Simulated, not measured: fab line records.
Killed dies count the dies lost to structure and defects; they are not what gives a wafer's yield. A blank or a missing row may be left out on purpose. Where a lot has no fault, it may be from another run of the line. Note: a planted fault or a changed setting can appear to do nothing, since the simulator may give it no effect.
fab line records    flow gf180mcu    part 2 of 2: steps 27 to 36 of 36
[record] lots = 5  wafers = 15  last-day = 34
route steps=602 shown HV_LDD@183
lots untouched by any fault: they come from a run of this same line in which no faults occurred
start-h: hours from the record's first day to the start of the lot's first wafer shown    wait-h: time in hours since the lot's previous step    " the same as in the row above    L1.1+2: one row covering several wafers at once    - no value, or no start was given    * or withheld: withheld    < > ~ a bound
route shown NAME@n: names a module that has steps shown in the file, with the first one's number in the route    usual: mean/standard deviation taken from wafers without a fault    same: alike in all rows    chamber/n: place in a boat    sites: each site's reading    _std_site: their standard deviation    _edge_site: inner sites' mean taken away from outer sites' mean    radius-mm: how far each site lies from the wafer's centre    mask NAME#n: copy n    behind: the most recent tool/chamber to have shaped the wafer    hold: cause of the lot's hold/its duration in hours/its outcome    device: transistor that didn't switch, given as n, p or np    end of line: the same wafers' tests at the end of the route    step lacking rows: just its recipe    killed: count of dies lost to structure and defects at first sort (not the wafer's yield)    map: dies across one wafer; x = killed, . = not, _ = none there
set.NAME: the run value of the setting; set.NAME@STEP: its run value at that earlier step    model.NAME: the simulator's own value behind a step, which no gauge read
a table for each step, a row for each wafer; lots at some steps of the route
services: a tool's chamber out of use, with start hour (start-h, from the record's first day; less than 0 if before it), hours out, and reason
[[steps]]
[step GF_HV_LDD_IMPLANT_33]
[recipe] species = P  energy-kev = 60  dose-cm2 = 7.5e+12  tilt-deg = 30  rotation-deg = 0
[usual] end-station-pressure-torr = 5.05e-06/2.7e-07
lot.wafer  tool          chamber  start-h  wait-h  end-station-pressure-torr
L081.1     implanter-02  0        316.30   0.0     4.99e-06
L081.5     "             0        "        "       5.58e-06
L081.6     "             0        "        "       5.49e-06
L086.1     implanter-01  0        357.95   0.0     5.01e-06
L086.3     "             0        "        "       4.72e-06
L086.6     "             0        "        "       4.57e-06
L092.2     implanter-01  0        402.76   0.0     5.42e-06
L092.3     "             0        "        "       5.17e-06
L092.5     "             0        "        "       4.8e-06
L094.2     implanter-03  0        416.02   0.0     5.13e-06
L094.4     "             0        "        "       5.16e-06
L094.6     "             0        "        "       5.01e-06
L097.1     implanter-01  0        440.89   0.0     5.14e-06
L097.4     "             0        "        "       5.14e-06
L097.5     "             0        "        "       5.02e-06
[step GF_HV_LDD_IMPLANT_34]
[recipe] species = P  energy-kev = 60  dose-cm2 = 7.5e+12  tilt-deg = 30  rotation-deg = 90
[usual] end-station-pressure-torr = 5.01e-06/2.6e-07
lot.wafer  tool          chamber  start-h  wait-h  end-station-pressure-torr
L081.1     implanter-02  0        316.45   0.1     5.24e-06
L081.5     "             0        "        "       4.84e-06
L081.6     "             0        "        "       5.36e-06
L086.1     implanter-01  0        358.10   0.1     5.11e-06
L086.3     "             0        "        "       4.62e-06
L086.6     "             0        "        "       4.91e-06
L092.2     implanter-01  0        402.91   0.1     4.81e-06
L092.3     "             0        "        "       4.84e-06
L092.5     "             0        "        "       4.45e-06
L094.2     implanter-03  0        416.17   0.1     5.12e-06
L094.4     "             0        "        "       4.88e-06
L094.6     "             0        "        "       4.87e-06
L097.1     implanter-01  0        441.04   0.1     5.38e-06
L097.4     "             0        "        "       5.02e-06
L097.5     "             0        "        "       5.19e-06
[step GF_HV_LDD_IMPLANT_35]
[recipe] species = P  energy-kev = 60  dose-cm2 = 7.5e+12  tilt-deg = 30  rotation-deg = 180
[usual] end-station-pressure-torr = 5.03e-06/2.9e-07
lot.wafer  tool          chamber  start-h  wait-h  end-station-pressure-torr
L081.1     implanter-02  0        316.60   0.1     4.8e-06
L081.5     "             0        "        "       4.87e-06
L081.6     "             0        "        "       5.12e-06
L086.1     implanter-01  0        358.25   0.1     5.14e-06
L086.3     "             0        "        "       4.75e-06
L086.6     "             0        "        "       4.92e-06
L092.2     implanter-01  0        403.06   0.1     4.88e-06
L092.3     "             0        "        "       5.1e-06
L092.5     "             0        "        "       5.05e-06
L094.2     implanter-03  0        416.32   0.1     5.48e-06
L094.4     "             0        "        "       5e-06
L094.6     "             0        "        "       5.46e-06
L097.1     implanter-01  0        441.19   0.1     5.46e-06
L097.4     "             0        "        "       4.76e-06
L097.5     "             0        "        "       5.23e-06
[step GF_HV_LDD_IMPLANT_36]
[recipe] species = P  energy-kev = 60  dose-cm2 = 7.5e+12  tilt-deg = 30  rotation-deg = 270
[usual] end-station-pressure-torr = 5.05e-06/2.7e-07
lot.wafer  tool          chamber  start-h  wait-h  end-station-pressure-torr
L081.1     implanter-02  0        316.75   0.1     4.7e-06
L081.5     "             0        "        "       5.26e-06
L081.6     "             0        "        "       5.19e-06
L086.1     implanter-01  0        358.40   0.1     4.45e-06
L086.3     "             0        "        "       5.49e-06
L086.6     "             0        "        "       4.82e-06
L092.2     implanter-01  0        403.21   0.1     5.12e-06
L092.3     "             0        "        "       4.9e-06
L092.5     "             0        "        "       4.75e-06
L094.2     implanter-03  0        416.47   0.1     4.63e-06
L094.4     "             0        "        "       5.15e-06
L094.6     "             0        "        "       5.41e-06
L097.1     implanter-01  0        441.34   0.1     4.82e-06
L097.4     "             0        "        "       4.73e-06
L097.5     "             0        "        "       4.82e-06
[step GF_HV_LDD_STRIP_37]
[recipe] chemistry = O2/N2  power-w = 1400  pressure-mtorr = 1500  platen-temp-c = 250  o2-flow-sccm = 3000  n2-flow-sccm = 300  overash-fraction = 0.5
[usual] drypump-motor-current-A = 5.8/0.46  heater-power-w = 344/50  n2-flow-sccm = 300.0/0.82  oes-product-au = 0.716/0.0045  strip-time-to-endpoint-s = 12.63/0.037
lot.wafer  tool             chamber  start-h  wait-h  drypump-motor-current-A  heater-power-w  n2-flow-sccm  oes-product-au  rf-hours-counter-h  strip-time-to-endpoint-s
L081.1     plasma-asher-03  0        316.90   0.1     5.7                      354             300.0         0.707           60                  12.64
L081.5     "                0        "        "       5.7                      343             301.0         0.721           -                   12.65
L081.6     "                1        "        "       5.9                      292             301.0         0.718           -                   12.65
L086.1     plasma-asher-03  0        358.55   0.1     5.7                      357             300.3         0.713           64                  12.59
L086.3     "                1        "        "       5.9                      285             300.5         0.721           -                   12.55
L086.6     "                0        "        "       5.7                      355             299.9         0.714           -                   12.60
L092.2     plasma-asher-02  1        403.34   0.1     6.6                      399             301.9         0.717           81                  12.65
L092.3     "                1        "        "       6.6                      392             301.3         0.718           -                   12.66
L092.5     "                0        "        "       6.0                      340             299.3         0.709           -                   12.62
L094.2     plasma-asher-03  0        416.59   0.1     5.7                      348             301.1         0.711           70                  12.62
L094.4     "                0        "        "       5.7                      353             299.5         0.713           -                   12.61
L094.6     "                1        "        "       5.9                      288             299.5         0.714           -                   12.66
L097.1     plasma-asher-02  1        441.49   0.1     6.6                      392             298.7         0.712           84                  12.67
L097.4     "                1        "        "       6.6                      394             300.5         0.721           -                   12.64
L097.5     "                0        "        "       6.0                      348             300.7         0.712           -                   12.68
[step GF_HV_LDD_TW_MEAS_38]
[usual] HV_LDD_3_TW = 1461/8.4
lot.wafer  tool           chamber  start-h  wait-h  HV_LDD_3_TW
L081.1     film-metro-01  -        317.00   0.1     1471
L081.5     "              -        "        "       1476
L081.6     "              -        "        "       1476
L086.1     film-metro-03  -        358.65   0.1     1471
L086.3     "              -        "        "       1462
L086.6     "              -        "        "       1464
L092.2     film-metro-01  -        403.45   0.1     1452
L092.3     "              -        "        "       1448
L092.5     "              -        "        "       1454
L094.2     film-metro-01  -        416.70   0.1     1464
L094.4     "              -        "        "       1464
L094.6     "              -        "        "       1459
L097.1     film-metro-02  -        441.59   0.1     1456
L097.4     "              -        "        "       1461
L097.5     "              -        "        "       1460
[step GF_HV_LDD_DEHYDRATE_39]
[recipe] temp-c = 200  time-s = 60
[usual] plate-temp-C = 199.97/0.16
[same] time-s = 60
lot.wafer  tool            chamber  start-h  wait-h  plate-temp-C
L081.1     litho-track-01  0        327.49   10.5    199.97
L081.5     "               0        "        "       199.87
L081.6     "               0        "        "       200.28
L086.1     litho-track-04  0        369.44   10.8    199.90
L086.3     "               0        "        "       200.09
L086.6     "               0        "        "       199.92
L092.2     litho-track-04  0        414.66   11.2    199.53
L092.3     "               0        "        "       199.59
L092.5     "               0        "        "       199.87
L094.2     litho-track-03  0        428.60   11.9    199.93
L094.4     "               0        "        "       199.95
L094.6     "               0        "        "       199.86
L097.1     litho-track-03  0        453.23   11.6    200.13
L097.4     "               0        "        "       200.16
L097.5     "               0        "        "       200.24
[step GF_HV_LDD_HMDS_40]
[recipe] prime-time-s = 60  prime-temp-c = 120
[same] prime-time-s = 60
lot.wafer   tool            chamber  start-h  wait-h
L081.1+5+6  litho-track-01  0        327.64   0.1
L086.1+3+6  litho-track-04  0        369.59   0.1
L092.2+3+5  litho-track-04  0        414.81   0.1
L094.2+4+6  litho-track-03  0        428.75   0.1
L097.1+4+5  litho-track-03  0        453.38   0.1
[step GF_HV_LDD_COAT_41]
[recipe] resist = NOVOLAK  spin-rpm = 3000  resist-thk-nm = 1000
[usual] spin-speed-rpm = 3000.3/1.8
lot.wafer  tool            chamber  start-h  wait-h  spin-speed-rpm
L081.1     litho-track-01  0        327.79   0.1     3000.7
L081.5     "               0        "        "       3002.9
L081.6     "               0        "        "       3000.1
L086.1     litho-track-04  0        369.74   0.1     2999.5
L086.3     "               0        "        "       2999.9
L086.6     "               0        "        "       2999.1
L092.2     litho-track-04  0        414.96   0.1     2998.4
L092.3     "               0        "        "       2999.9
L092.5     "               0        "        "       3004.2
L094.2     litho-track-03  0        428.90   0.1     2998.9
L094.4     "               0        "        "       2998.4
L094.6     "               0        "        "       3000.7
L097.1     litho-track-03  0        453.53   0.1     2999.7
L097.4     "               0        "        "       2998.1
L097.5     "               0        "        "       3000.6
[step GF_HV_LDD_SOFTBAKE_42]
[recipe] temp-c = 90  time-s = 60  resist = NOVOLAK
[usual] plate-temp-C = 90.01/0.14
[same] time-s = 60
lot.wafer  tool            chamber  start-h  wait-h  plate-temp-C
L081.1     litho-track-01  0        327.94   0.1     89.96
L081.5     "               0        "        "       89.91
L081.6     "               0        "        "       89.85
L086.1     litho-track-04  0        369.89   0.1     90.02
L086.3     "               0        "        "       90.15
L086.6     "               0        "        "       89.88
L092.2     litho-track-04  0        415.11   0.1     90.15
L092.3     "               0        "        "       89.99
L092.5     "               0        "        "       90.19
L094.2     litho-track-03  0        429.05   0.1     89.90
L094.4     "               0        "        "       90.12
L094.6     "               0        "        "       89.73
L097.1     litho-track-03  0        453.68   0.1     90.17
L097.4     "               0        "        "       90.29
L097.5     "               0        "        "       90.04
[[services]]
tool              chamber  start-h  hours  kind
plasma-asher-03   -        253.89   1.1    repair
implanter-02      -        271.05   1.3    repair
implanter-02      -        291.30   8.2    repair
iline-stepper-02  -        297.01   3.1    repair
iline-stepper-01  -        306.07   2.1    pm
iline-stepper-01  -        308.16   -      consumable-replace:lamp
iline-stepper-01  -        316.08   0.8    pm
implanter-02      -        347.00   2.2    repair
plasma-asher-01   -        354.38   2.8    pm
plasma-asher-03   -        354.69   1.9    repair
plasma-asher-01   -        369.13   6.1    repair
implanter-02      -        371.98   3.0    repair
plasma-asher-01   -        374.88   0.7    repair
implanter-03      -        379.98   28.0   pm
iline-stepper-02  -        395.89   1.7    pm
implanter-03      -        398.13   5.9    repair
implanter-02      -        404.02   2.6    repair
implanter-03      -        408.68   0.7    repair
iline-stepper-01  -        409.84   1.7    pm
plasma-asher-02   -        419.24   14.8   repair
plasma-asher-03   -        421.25   9.0    pm
implanter-03      -        422.32   2.7    pm
plasma-asher-01   -        430.14   5.6    repair
implanter-03      -        438.07   6.0    pm
